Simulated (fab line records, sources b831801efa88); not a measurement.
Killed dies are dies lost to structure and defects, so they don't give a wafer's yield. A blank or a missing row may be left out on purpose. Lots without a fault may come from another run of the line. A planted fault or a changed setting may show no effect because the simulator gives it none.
Which tool did it? | flow sky130 | 6 lots, 18 wafers sampled, at 1 step of a route of 708

WHAT THE GAUGES READ, wafer by wafer
SKY_SONOS_ONO_THK_MEAS_05.
lot  | measured     | on            | SONOS_ONO_CVD_04_THK (nm)
L762 | day 13 04:04 | film_metro-04 | 5.62 5.70 5.70
L765 | day 14 10:34 | film_metro-04 | 5.71 5.64 5.75
L772 | day 16 18:50 | film_metro-01 | 5.59 5.57 5.54
L774 | day 17 15:44 | film_metro-04 | 5.57 5.52 5.66
L777 | day 18 07:16 | film_metro-01 | 5.65 5.66 5.80
L780 | day 19 14:54 | film_metro-01 | 5.87 5.75 5.74

WHICH TOOL RAN EACH LOT (tool, then ch and the chambers of the sampled wafers, then the start)
The record holds no process step before these readings.

THE ANSWER, worked out from the rows above alone
Rule: what is usual is taken from the lots themselves. Put in order of their means at a reading, lots are off if they are a third of the lots or fewer, leave a main group of 4 or more, and stand apart from it by a gap of 3 or more times the standard deviation of the main group's means; of several such gaps the widest counts. A main group whose means are all the same, to the digits that the tables above print for the reading, isn't used. A lot without any number at a reading at which 4 lots or more have one is off too. The other lots that the step has rows for count as sound.
No lot is off at any reading shown: from this, nothing can be told.

WHAT THE SIMULATOR HAD PUT IN
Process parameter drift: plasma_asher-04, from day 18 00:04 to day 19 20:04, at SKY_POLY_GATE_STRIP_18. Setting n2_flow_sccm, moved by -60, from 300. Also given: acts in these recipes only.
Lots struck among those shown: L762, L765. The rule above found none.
